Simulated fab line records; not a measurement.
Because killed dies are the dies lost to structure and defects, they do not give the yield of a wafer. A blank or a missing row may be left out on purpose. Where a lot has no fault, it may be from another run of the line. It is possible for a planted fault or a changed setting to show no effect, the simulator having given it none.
Matching of chambers | flow sky130 | SKY_VIA3_CMP_02 on cmp-02 has 4 sister chambers
The step polishes SiO2. 14 wafers are shown with their chamber, then 7 later ones without.

## WAFERS PAIRED WITH THEIR CHAMBERS
wafer  | chamber | motor current A (A) | retaining ring pressure frac | platen rpm (rpm)
L901.1 | 3       | 12.4                | 0.996                        | 60.00
L901.4 | 0       | 12.5                | 0.992                        | 59.98
L901.5 | 3       | 12.5                | 0.999                        | 60.00
L902.1 | 0       | 12.7                | 1.000                        | 59.99
L902.2 | 3       | 12.5                | 0.990                        | 59.97
L902.4 | 1       | 12.2                | 0.998                        | 59.92
L908.3 | 2       | 11.3                | 0.992                        | 60.04
L908.5 | 2       | 12.0                | 1.002                        | 60.06
L908.6 | 1       | 11.6                | 1.005                        | 60.02
L915.1 | 2       | 11.7                | 1.008                        | 59.92
L915.2 | 1       | 12.7                | 1.000                        | 60.10
L915.6 | 1       | 12.3                | 1.000                        | 60.07
L919.2 | 0       | 12.2                | 1.002                        | 60.05
L919.3 | 1       | 12.2                | 0.994                        | 59.99

SIGNATURES (means of the wafers above)
reading                      | chamber 0 | chamber 1 | chamber 2 | chamber 3 | scatter within a chamber
motor current A              | 12.467    | 12.200    | 11.667    | 12.467    | 0.316
retaining ring pressure frac | 0.99800   | 0.99940   | 1.00067   | 0.99500   | 0.0054
platen rpm                   | 60.0067   | 60.0200   | 60.0067   | 59.9900   | 0.0589
Rule: a wafer lies at a distance from a chamber equal to the root of the sum of squares, over the readings, of (its reading less the chamber's mean, divided by the reading's scatter). The wafer belongs to the nearest chamber; if the next one is less than 2 further off, it can't be placed. The scatter: the root of (the sum of the squares of (reading less its chamber's mean) over the shown wafers, divided by (wafers less chambers)).

## WAFERS WITHOUT THEIR CHAMBER
wafer  | motor current A (A) | retaining ring pressure frac | platen rpm (rpm)
L919.4 | 11.5                | 1.006                        | 59.96
L920.4 | 11.8                | 0.989                        | 59.99
L920.5 | 12.8                | 1.004                        | 60.03
L920.6 | 11.8                | 0.998                        | 59.97
L922.2 | 13.0                | 1.001                        | 60.03
L922.3 | 11.9                | 1.006                        | 59.99
L922.6 | 12.1                | 1.001                        | 59.97

## EACH ONE'S CHAMBER
wafer  | from the rows above               | in truth
L919.4 | can't be placed: 2 or 1           | 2
L920.4 | can't be placed: 2 or 1 or 3 or 0 | 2
L920.5 | can't be placed: 0 or 3 or 1      | 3
L920.6 | can't be placed: 2 or 1 or 0 or 3 | 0
L922.2 | can't be placed: 0 or 3 or 1      | 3
L922.3 | can't be placed: 2 or 1 or 0 or 3 | 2
L922.6 | can't be placed: 1 or 0 or 2 or 3 | 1
Placed correctly: 0 of 7. Can't be placed from these rows: 7 (the true chamber is among the candidates in 7). Number placed wrongly: 0.
